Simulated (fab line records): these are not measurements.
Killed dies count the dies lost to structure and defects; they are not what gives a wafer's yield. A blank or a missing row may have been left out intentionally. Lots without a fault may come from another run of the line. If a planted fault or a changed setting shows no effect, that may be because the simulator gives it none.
Matching of chambers :: flow gf180mcu :: GF_STI_CMP_25 on cmp-02: 4 sister chambers
The step polishes, stops on Si3N4, t overpolish 33 s, target thk 524.6 nm. 8 wafers are shown with their chamber, then 8 later ones without.

EACH WAFER AND ITS CHAMBER
wafer: L187.6
chamber: 2
motor_current_A (A): 12.1
time_to_endpoint_s (s): 123

wafer: L188.2
chamber: 1
motor_current_A (A): 11.5
time_to_endpoint_s (s): 124

wafer: L188.4
chamber: 2
motor_current_A (A): 12.5
time_to_endpoint_s (s): 118

wafer: L188.5
chamber: 3
motor_current_A (A): 13.4
time_to_endpoint_s (s): 121

wafer: L192.1
chamber: 0
motor_current_A (A): 12.7
time_to_endpoint_s (s): 123

wafer: L192.4
chamber: 1
motor_current_A (A): 11.7
time_to_endpoint_s (s): 127

wafer: L192.5
chamber: 3
motor_current_A (A): 13.6
time_to_endpoint_s (s): 123

wafer: L197.2
chamber: 0
motor_current_A (A): 12.7
time_to_endpoint_s (s): 122

WAFERS WITH NO CHAMBER GIVEN
wafer: L197.4
motor_current_A (A): 13.4
time_to_endpoint_s (s): 120

wafer: L197.5
motor_current_A (A): 12.3
time_to_endpoint_s (s): 117

wafer: L198.1
motor_current_A (A): 12.2
time_to_endpoint_s (s): 123

wafer: L198.4
motor_current_A (A): 13.4
time_to_endpoint_s (s): 120

wafer: L198.5
motor_current_A (A): 11.8
time_to_endpoint_s (s): 122

wafer: L204.2
motor_current_A (A): 13.9
time_to_endpoint_s (s): 123

wafer: L204.4
motor_current_A (A): 12.7
time_to_endpoint_s (s): 119

wafer: L204.5
motor_current_A (A): 12.8
time_to_endpoint_s (s): 121

WHICH CHAMBER EACH WENT THROUGH
wafer: L197.4
from the rows above: 3
in truth: 3

wafer: L197.5
from the rows above: can't be placed: 2 or 0
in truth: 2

wafer: L198.1
from the rows above: can't be placed: 2 or 0
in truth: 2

wafer: L198.4
from the rows above: 3
in truth: 3

wafer: L198.5
from the rows above: can't be placed: 1 or 2
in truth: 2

wafer: L204.2
from the rows above: 3
in truth: 3

wafer: L204.4
from the rows above: can't be placed: 0 or 2
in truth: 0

wafer: L204.5
from the rows above: 0
in truth: 0
Correctly placed: 4 of 8. These rows do not allow placing 4 (true chamber among the candidates in 4). Number placed wrongly: 0.
How it was worked out, from the rows above alone: a wafer's distance from a chamber is the root of the sum, over the readings, of the square of ((its reading less the chamber's mean) divided by the reading's scatter). The wafer belongs to the nearest chamber; if the next one is less than 2 further off, it can't be placed. For every chamber, the mean is computed from those of its wafers that are shown. How the scatter is found: for the shown wafers, subtract from each reading the mean of its chamber, square and add these, divide the total by (wafers less chambers), then take the root.
